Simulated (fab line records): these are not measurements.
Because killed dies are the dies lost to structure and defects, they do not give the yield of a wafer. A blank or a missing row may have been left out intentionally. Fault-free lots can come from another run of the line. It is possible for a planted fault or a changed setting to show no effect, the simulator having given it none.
fab line records	flow sky130
record lots=13	wafers=39	last_day=50
route steps=708 shown PWDE@54 NWELL@81 VT_ADJUST_HVTP@89 VT_ADJUST_LVTN@118
lots with no fault: from the same line, run without faults
start_h: start of the lot's first displayed wafer, in hours after the record's first day	wait_h: hours from the lot's prior step to this one	" repeats the value in the row above	L1.1+2: a single row standing in for several wafers	- either no value or no given start	* or withheld: withheld	< > ~ a bound
route shown NAME@n: NAME is a module with steps in the file, n the number in the route of the first one	usual: the fault-free wafers' mean and standard deviation	same: alike in all rows	chamber/n: place in a boat	sites: each site's reading	_std_site: the standard deviation of these	_edge_site: outer sites' mean less inner sites'	radius_mm: for every site, how far away it sits from the centre of the wafer	mask NAME#n: copy n	behind: the tool/chamber that last shaped the wafer	hold: what put the lot on hold/how long, in hours/how the hold closed	device: whichever transistor did not switch (one of n, p or np)	end of line: tests of these same wafers at the route's end	a step with no rows: only its recipe	killed: at the first sort, the dies lost to defects and structure; wafer yield is something else	map: the dies of a wafer, with x for killed, . for not killed, _ for no die there
set.NAME: the run value of the setting; set.NAME@STEP: its run value at that earlier step	model.NAME: the simulator's own value behind a step, which no gauge read
route steps across a sampled set of lots; one table per step, one row per wafer
services: the hour from which a tool's chamber was out of use, counted from the record's first day as start_h (under 0 if before that day), plus the number of hours and why
## steps
# step SKY_PWDE_STRIP_09
# recipe chemistry=O2/N2	power_w=1400	pressure_mtorr=1500	platen_temp_c=withheld	o2_flow_sccm=3000	n2_flow_sccm=300	overash_fraction=0.5
# usual drypump_motor_current_A=5.6/0.42	n2_flow_sccm=300.1/0.83	oes_product_au=0.722/0.0047	strip_time_to_endpoint_s=36.93/0.11
lot.wafer	tool	chamber	start_h	wait_h	drypump_motor_current_A	n2_flow_sccm	oes_product_au	rf_hours_counter_h	strip_time_to_endpoint_s
L328.2	plasma_asher-01	0	70.37	0.1	5.7	299.1	0.720	36	36.82
L328.4	"	1	"	"	5.6	299.6	0.726	-	36.93
L328.5	"	1	"	"	5.6	299.0	0.719	-	36.98
L329.2	plasma_asher-02	1	77.95	0.1	5.0	301.6	0.723	39	37.08
L329.4	"	1	"	"	5.0	300.8	0.717	-	36.89
L329.6	"	1	"	"	5.0	300.0	0.736	-	36.89
L330.1	plasma_asher-04	1	84.20	0.1	4.8	299.5	0.729	28	36.97
L330.2	"	0	"	"	6.2	301.4	0.724	28	36.88
L330.6	"	1	"	"	4.8	299.9	0.717	-	36.92
L332.1	plasma_asher-01	0	91.02	0.1	5.7	298.5	0.722	38	37.06
L332.5	"	0	"	"	5.7	299.2	0.724	-	37.05
L332.6	"	1	"	"	5.6	301.0	0.720	-	37.13
L335.2	plasma_asher-02	0	111.79	0.1	5.9	301.2	0.722	42	37.12
L335.5	"	0	"	"	5.9	300.4	0.721	-	37.07
L335.6	"	1	"	"	5.0	297.6	0.720	-	36.97
L340.1	plasma_asher-01	1	134.62	0.1	5.6	299.4	0.729	2	36.98
L340.5	"	1	"	"	5.6	300.0	0.719	-	36.90
L340.6	"	0	"	"	5.7	299.4	0.719	-	36.95
L342.3	plasma_asher-01	1	146.58	0.1	5.6	299.4	0.716	-	37.01
L342.4	"	0	"	"	5.7	299.9	0.721	-	37.01
L342.5	"	1	"	"	5.6	299.2	0.721	-	37.10
L344.1	plasma_asher-02	0	158.35	0.1	5.8	300.2	0.721	47	37.00
L344.2	"	1	"	"	5.0	299.4	0.723	47	36.90
L344.6	"	1	"	"	5.0	301.4	0.733	-	36.95
L345.2	plasma_asher-02	0	164.25	0.1	5.9	299.4	0.726	47	36.85
L345.4	"	1	"	"	5.0	301.3	0.721	-	36.87
L345.6	"	1	"	"	5.0	299.0	0.713	-	37.04
L347.1	plasma_asher-01	0	174.82	0.1	5.7	300.0	0.726	6	36.92
L347.3	"	0	"	"	5.7	300.6	0.727	-	36.91
L347.6	"	1	"	"	5.6	299.1	0.721	-	36.91
L348.2	plasma_asher-02	0	177.94	0.1	5.9	300.1	0.720	49	37.03
L348.3	"	0	"	"	5.9	299.9	0.728	-	36.96
L348.5	"	1	"	"	5.0	300.6	0.719	-	37.04
L349.4	plasma_asher-01	0	186.95	0.1	5.7	299.3	0.724	-	36.87
L349.5	"	1	"	"	5.6	298.8	0.714	-	36.82
L349.6	"	0	"	"	5.7	300.2	0.725	-	36.83
L350.1	plasma_asher-01	0	197.09	0.1	5.7	300.5	0.714	8	37.09
L350.4	"	0	"	"	5.7	302.0	0.722	-	36.97
L350.6	"	1	"	"	5.6	299.3	0.717	-	37.00
# step SKY_NWELL_RTA_28
# recipe temp_c=1050	time_s=30	idle_temp_c=650	ramp_up_c_per_s=150	ramp_down_c_per_s=90	ambient=N2
# usual lamp_power_pct=25.31/0.052	ramp_up_c_per_s=150.00/0.03	wafer_temp_C_max=1054.8/0.94
lot.wafer	tool	chamber	start_h	wait_h	lamp_power_pct	ramp_up_c_per_s	wafer_temp_C_max
L328.2	rtp_anneal-02	0	104.48	0.0	25.45	150.02	1055.9
L328.4	"	0	"	"	25.32	150.02	1056.5
L328.5	"	0	"	"	25.32	150.02	1053.7
L329.2	rtp_anneal-02	0	111.72	0.0	25.32	150.04	1054.9
L329.4	"	0	"	"	25.21	150.01	1053.7
L329.6	"	0	"	"	25.28	149.99	1054.1
L330.1	rtp_anneal-02	0	120.15	0.0	25.33	149.90	1054.7
L330.2	"	0	"	"	25.26	150.01	1056.2
L330.6	"	0	"	"	25.32	149.95	1055.5
L332.1	rtp_anneal-01	0	127.95	0.0	25.32	149.96	1054.2
L332.5	"	0	"	"	25.33	149.97	1055.4
L332.6	"	0	"	"	25.41	150.00	1055.3
L335.2	rtp_anneal-02	0	150.17	0.0	25.25	150.04	1055.5
L335.5	"	0	"	"	25.31	150.02	1054.3
L335.6	"	0	"	"	25.42	150.02	1054.2
L340.1	rtp_anneal-02	0	175.28	0.0	25.32	149.99	1054.4
L340.5	"	0	"	"	25.25	150.03	1054.5
L340.6	"	0	"	"	25.35	149.99	1053.7
L342.3	rtp_anneal-01	0	187.24	0.0	25.29	149.97	1054.1
L342.4	"	0	"	"	25.36	150.05	1055.9
L342.5	"	0	"	"	25.30	150.02	1054.9
L344.1	rtp_anneal-01	0	200.70	0.0	25.31	150.00	1053.9
L344.2	"	0	"	"	25.30	150.02	1055.1
L344.6	"	0	"	"	25.29	149.96	1054.0
L345.2	rtp_anneal-02	0	206.80	0.0	25.33	150.01	1054.2
L345.4	"	0	"	"	25.24	149.98	1054.3
L345.6	"	0	"	"	25.36	150.01	1056.8
L347.1	rtp_anneal-01	0	218.80	0.0	25.29	150.00	1054.4
L347.3	"	0	"	"	25.40	149.99	1054.4
L347.6	"	0	"	"	25.39	149.99	1054.7
L348.2	rtp_anneal-02	0	221.92	0.0	25.25	149.99	1054.6
L348.3	"	0	"	"	25.24	150.01	1054.0
L348.5	"	0	"	"	25.34	150.04	1053.7
L349.4	rtp_anneal-01	0	233.25	0.1	25.23	150.01	1054.2
L349.5	"	0	"	"	25.39	149.97	1054.1
L349.6	"	0	"	"	25.38	149.99	1053.3
L350.1	rtp_anneal-02	0	243.10	0.0	25.22	150.01	1056.2
L350.4	"	0	"	"	25.41	150.02	1054.4
L350.6	"	0	"	"	25.31	149.97	1055.4
# step SKY_VT_ADJUST_HVTP_EXPOSE_04
# recipe mask_id=HVTPM	na=0.6	source_shape=conventional	sigma_outer=0.6	polarization=unpolarized	target_cd_nm=380	dose_mj=140
# same sigma_outer=0.6
lot.wafer	tool	chamber	start_h	wait_h	mask
L328.2+4+5	iline_stepper-02	0	113.63	-	HVTPM#0
L329.2+4+6	iline_stepper-01	0	121.57	-	HVTPM#0
L330.1+2+6	iline_stepper-01	0	129.16	-	HVTPM#0
L332.1+5+6	iline_stepper-02	0	137.18	-	HVN_STD_DERIVED#0
L335.2+5+6	iline_stepper-02	0	161.03	-	HVTPM#0
L340.1+5+6	iline_stepper-01	0	186.84	-	HVTPM#0
L342.3+4+5	iline_stepper-01	0	198.44	-	HVTPM#0
L344.1+2+6	iline_stepper-01	0	211.91	-	HVTPM#0
L345.2+4+6	iline_stepper-02	0	218.20	-	HVTPM#0
L347.1+3+6	iline_stepper-02	0	230.76	-	HVTPM#0
L348.2+3+5	iline_stepper-01	0	234.20	-	HVTPM#0
L349.4+5+6	iline_stepper-02	0	245.64	-	HVTPM#0
L350.1+4+6	iline_stepper-02	0	255.71	-	HVTPM#0
# step SKY_VT_ADJUST_HVTP_CD_MEAS_07
# recipe target_cd_nm=380
# usual cd_nm=380.8/2.2
lot.wafer	tool	chamber	start_h	wait_h	cd_nm
L328.2	cd_sem-02	-	122.43	0.1	382.1
L328.4	"	-	"	"	379.4
L328.5	"	-	"	"	379.4
L329.2	cd_sem-01	-	130.58	0.1	381.5
L329.4	"	-	"	"	383.4
L329.6	"	-	"	"	381.2
L330.1	cd_sem-02	-	138.16	0.1	379.0
L330.2	"	-	"	"	380.0
L330.6	"	-	"	"	382.5
L332.1	cd_sem-02	-	146.66	0.1	-
L332.5	"	-	"	"	-
L332.6	"	-	"	"	-
L335.2	cd_sem-02	-	170.48	0.1	380.7
L335.5	"	-	"	"	383.1
L335.6	"	-	"	"	383.1
L340.1	cd_sem-01	-	197.21	0.1	379.1
L340.5	"	-	"	"	377.5
L340.6	"	-	"	"	379.3
L342.3	cd_sem-02	-	209.05	0.1	377.1
L342.4	"	-	"	"	377.3
L342.5	"	-	"	"	375.1
L344.1	cd_sem-02	-	223.31	0.1	379.0
L344.2	"	-	"	"	381.0
L344.6	"	-	"	"	379.7
L345.2	cd_sem-02	-	229.28	0.1	379.8
L345.4	"	-	"	"	378.8
L345.6	"	-	"	"	382.0
L347.1	cd_sem-01	-	242.36	0.1	376.3
L347.3	"	-	"	"	376.9
L347.6	"	-	"	"	377.9
L348.2	cd_sem-02	-	245.78	0.1	383.7
L348.3	"	-	"	"	383.5
L348.5	"	-	"	"	383.2
L349.4	cd_sem-01	-	257.62	0.1	379.9
L349.5	"	-	"	"	379.4
L349.6	"	-	"	"	379.4
L350.1	cd_sem-01	-	268.11	0.1	376.2
L350.4	"	-	"	"	375.7
L350.6	"	-	"	"	377.8
# step SKY_VT_ADJUST_HVTP_STRIP_10
# recipe chemistry=O2/N2	power_w=1400	pressure_mtorr=1500	platen_temp_c=withheld	o2_flow_sccm=3000	n2_flow_sccm=300	overash_fraction=0.5
# usual drypump_motor_current_A=5.5/0.46	n2_flow_sccm=300.1/0.89	oes_product_au=0.716/0.0045	strip_time_to_endpoint_s=14.18/0.034
lot.wafer	tool	chamber	start_h	wait_h	drypump_motor_current_A	n2_flow_sccm	oes_product_au	rf_hours_counter_h	strip_time_to_endpoint_s
L328.2	plasma_asher-03	0	122.71	0.1	4.9	300.1	0.719	45	14.13
L328.4	"	0	"	"	4.9	301.8	0.715	-	14.15
L328.5	"	0	"	"	4.9	300.2	0.720	-	14.15
L329.2	plasma_asher-01	1	130.86	0.1	5.6	300.7	0.707	1	14.12
L329.4	"	0	"	"	5.7	300.7	0.706	-	14.16
L329.6	"	1	"	"	5.6	299.2	0.712	-	14.15
L330.1	plasma_asher-03	1	138.47	0.1	5.7	301.3	0.712	47	14.16
L330.2	"	0	"	"	4.9	300.8	0.712	47	14.22
L330.6	"	1	"	"	5.7	299.3	0.719	-	14.21
L332.1	plasma_asher-01	1	146.97	0.1	5.6	300.5	0.714	3	14.18
L332.5	"	1	"	"	5.6	300.4	0.716	-	14.22
L332.6	"	0	"	"	5.7	299.5	0.715	-	14.21
L335.2	plasma_asher-04	1	170.76	0.1	4.8	300.5	0.726	36	14.16
L335.5	"	1	"	"	4.8	301.2	0.715	-	14.23
L335.6	"	0	"	"	6.2	300.4	0.722	-	14.18
L340.1	plasma_asher-04	0	197.51	0.1	6.2	301.2	0.710	39	14.25
L340.5	"	1	"	"	4.8	300.0	0.720	-	14.18
L340.6	"	0	"	"	6.2	301.2	0.716	-	14.21
L342.3	plasma_asher-01	1	209.34	0.1	5.6	300.4	0.716	-	14.20
L342.4	"	0	"	"	5.7	299.4	0.718	-	14.21
L342.5	"	1	"	"	5.6	300.0	0.709	-	14.22
L344.1	plasma_asher-04	0	223.61	0.1	6.2	299.8	0.728	41	14.18
L344.2	"	1	"	"	4.8	299.1	0.716	41	14.19
L344.6	"	0	"	"	6.2	300.0	0.714	-	14.14
L345.2	plasma_asher-03	1	229.57	0.1	5.7	300.1	0.713	55	14.15
L345.4	"	0	"	"	4.9	301.6	0.707	-	14.16
L345.6	"	1	"	"	5.7	301.4	0.714	-	14.13
L347.1	plasma_asher-03	0	242.66	0.1	4.9	301.4	0.715	56	14.18
L347.3	"	0	"	"	4.9	301.1	0.710	-	14.17
L347.6	"	0	"	"	4.9	301.1	0.715	-	14.24
L348.2	plasma_asher-01	1	246.06	0.1	5.6	300.4	0.720	13	14.18
L348.3	"	0	"	"	5.7	300.9	0.709	-	14.20
L348.5	"	0	"	"	5.7	299.5	0.719	-	14.23
L349.4	plasma_asher-04	0	257.90	0.1	6.2	299.7	0.716	-	14.15
L349.5	"	0	"	"	6.2	299.6	0.717	-	14.19
L349.6	"	1	"	"	4.8	300.0	0.719	-	14.22
L350.1	plasma_asher-04	0	268.41	0.1	6.3	300.2	0.715	46	14.22
L350.4	"	0	"	"	6.2	299.7	0.715	-	14.18
L350.6	"	1	"	"	4.8	298.4	0.714	-	14.20
# step SKY_VT_ADJUST_HVTP_TW_MEAS_11
# usual VT_ADJUST_HVTP_TW=1359/12
lot.wafer	tool	chamber	start_h	wait_h	VT_ADJUST_HVTP_TW
L328.2	film_metro-01	-	122.82	0.1	1373
L328.4	"	-	"	"	1365
L328.5	"	-	"	"	1373
L329.2	film_metro-02	-	130.97	0.1	1362
L329.4	"	-	"	"	1358
L329.6	"	-	"	"	1364
L330.1	film_metro-03	-	138.57	0.1	1342
L330.2	"	-	"	"	1346
L330.6	"	-	"	"	1348
L332.1	film_metro-02	-	147.07	0.1	30
L332.5	"	-	"	"	30
L332.6	"	-	"	"	30
L335.2	film_metro-02	-	170.87	0.1	1368
L335.5	"	-	"	"	1368
L335.6	"	-	"	"	1371
L340.1	film_metro-01	-	197.61	0.1	1362
L340.5	"	-	"	"	1365
L340.6	"	-	"	"	1357
L342.3	film_metro-02	-	209.43	0.1	1374
L342.4	"	-	"	"	1369
L342.5	"	-	"	"	1369
L344.1	film_metro-03	-	223.71	0.1	1347
L344.2	"	-	"	"	1350
L344.6	"	-	"	"	1346
L345.2	film_metro-01	-	229.68	0.1	1370
L345.4	"	-	"	"	1372
L345.6	"	-	"	"	1380
L347.1	film_metro-03	-	242.76	0.1	1342
L347.3	"	-	"	"	1343
L347.6	"	-	"	"	1342
L348.2	film_metro-02	-	246.17	0.1	1366
L348.3	"	-	"	"	1366
L348.5	"	-	"	"	1356
L349.4	film_metro-02	-	257.99	0.1	1362
L349.5	"	-	"	"	1364
L349.6	"	-	"	"	1359
L350.1	film_metro-02	-	268.51	0.1	1363
L350.4	"	-	"	"	1358
L350.6	"	-	"	"	1361
# step SKY_VT_ADJUST_LVTN_TW_MEAS_21
# usual VT_ADJUST_LVTN_2_TW=188.8/1.5
lot.wafer	tool	chamber	start_h	wait_h	VT_ADJUST_LVTN_2_TW
L328.2	film_metro-01	-	161.18	0.1	190.5
L328.4	"	-	"	"	189.0
L328.5	"	-	"	"	190.0
L329.2	film_metro-01	-	170.61	0.1	189.5
L329.4	"	-	"	"	190.4
L329.6	"	-	"	"	189.3
L330.1	film_metro-04	-	180.12	0.1	189.2
L330.2	"	-	"	"	189.5
L330.6	"	-	"	"	189.9
L332.1	film_metro-01	-	187.48	0.1	1363.8
L332.5	"	-	"	"	1368.2
L332.6	"	-	"	"	1366.5
L335.2	film_metro-01	-	213.31	0.1	189.2
L335.5	"	-	"	"	189.7
L335.6	"	-	"	"	188.2
L340.1	film_metro-04	-	243.27	0.1	188.5
L340.5	"	-	"	"	188.8
L340.6	"	-	"	"	189.0
L342.3	film_metro-04	-	256.56	0.1	189.2
L342.4	"	-	"	"	187.7
L342.5	"	-	"	"	188.6
L344.1	film_metro-04	-	272.34	0.1	189.3
L344.2	"	-	"	"	190.2
L344.6	"	-	"	"	188.3
L345.2	film_metro-01	-	278.28	0.1	189.6
L345.4	"	-	"	"	187.5
L345.6	"	-	"	"	188.3
L347.1	film_metro-01	-	292.14	0.1	189.8
L347.3	"	-	"	"	188.1
L347.6	"	-	"	"	188.6
L348.2	film_metro-01	-	295.35	0.1	188.8
L348.3	"	-	"	"	188.1
L348.5	"	-	"	"	188.8
L349.4	film_metro-01	-	307.53	0.1	189.8
L349.5	"	-	"	"	189.3
L349.6	"	-	"	"	189.5
L350.1	film_metro-03	-	319.69	0.1	186.0
L350.4	"	-	"	"	186.1
L350.6	"	-	"	"	186.4
## services
tool	chamber	start_h	hours	kind
plasma_asher-01	-	52.55	5.4	repair
plasma_asher-04	-	60.40	0.4	repair
plasma_asher-01	-	64.43	1.3	repair
plasma_asher-01	-	82.22	0.8	repair
plasma_asher-01	-	89.06	1.5	repair
plasma_asher-01	-	100.36	2.8	pm
plasma_asher-01	-	108.75	9.0	pm
plasma_asher-01	0	108.75	9.0	vent_cycle
plasma_asher-01	1	108.75	9.0	vent_cycle
plasma_asher-01	0	117.75	-	clean
plasma_asher-01	1	117.75	-	clean
iline_stepper-01	-	134.51	1.7	pm
iline_stepper-02	-	153.25	4.4	pm
iline_stepper-02	-	157.69	1.7	pm
iline_stepper-02	-	188.95	4.3	pm
plasma_asher-03	-	217.29	0.4	repair
plasma_asher-03	-	221.42	2.7	pm
plasma_asher-04	-	229.96	6.4	pm
rtp_anneal-02	-	233.59	7.5	pm
plasma_asher-01	-	237.25	0.3	repair
plasma_asher-04	-	242.20	0.6	repair
plasma_asher-03	-	257.56	10.5	pm
## key
first_sign step=SKY_VT_ADJUST_HVTP_EXPOSE_04	reading=mask	direction=changed
effect step=SKY_VT_ADJUST_HVTP_CD_MEAS_07	reading=cd_nm	direction=missing
effect step=SKY_VT_ADJUST_HVTP_TW_MEAS_11	reading=VT_ADJUST_HVTP_TW	direction=down	sigmas=99+	usual=1359	struck=30
effect step=SKY_VT_ADJUST_LVTN_TW_MEAS_21	reading=VT_ADJUST_LVTN_2_TW	direction=up	sigmas=99+	usual=188.8	struck=1366.2
met_at SKY_VT_ADJUST_HVTP_EXPOSE_04
struck_lots L332
sort_left_out L332.1,L332.5,L332.6
tester_left_out L332
not_acting_at SKY_PWDE_STRIP_09,SKY_NWELL_RTA_28,SKY_VT_ADJUST_HVTP_STRIP_10
onset_between 113.63 137.18
fault kind=wrong_mask	tool=any	chamber=-	onset_h=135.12	steps=SKY_VT_ADJUST_HVTP_EXPOSE_04	aux_copy=HVN_STD_DERIVED#0	scope=struck_lots_only
# tester_left_out: of these lots the tester's yield and bins aren't shown, on N5 and GAA mostly nor the transistor test; their killed dies are dies lost to structure and defects alone, not to doping, threshold or leakage, so they don't give the yield
# sort_left_out: the simulated sort isn't trusted on such a fault, so these wafers' sort isn't shown, and their yield isn't known
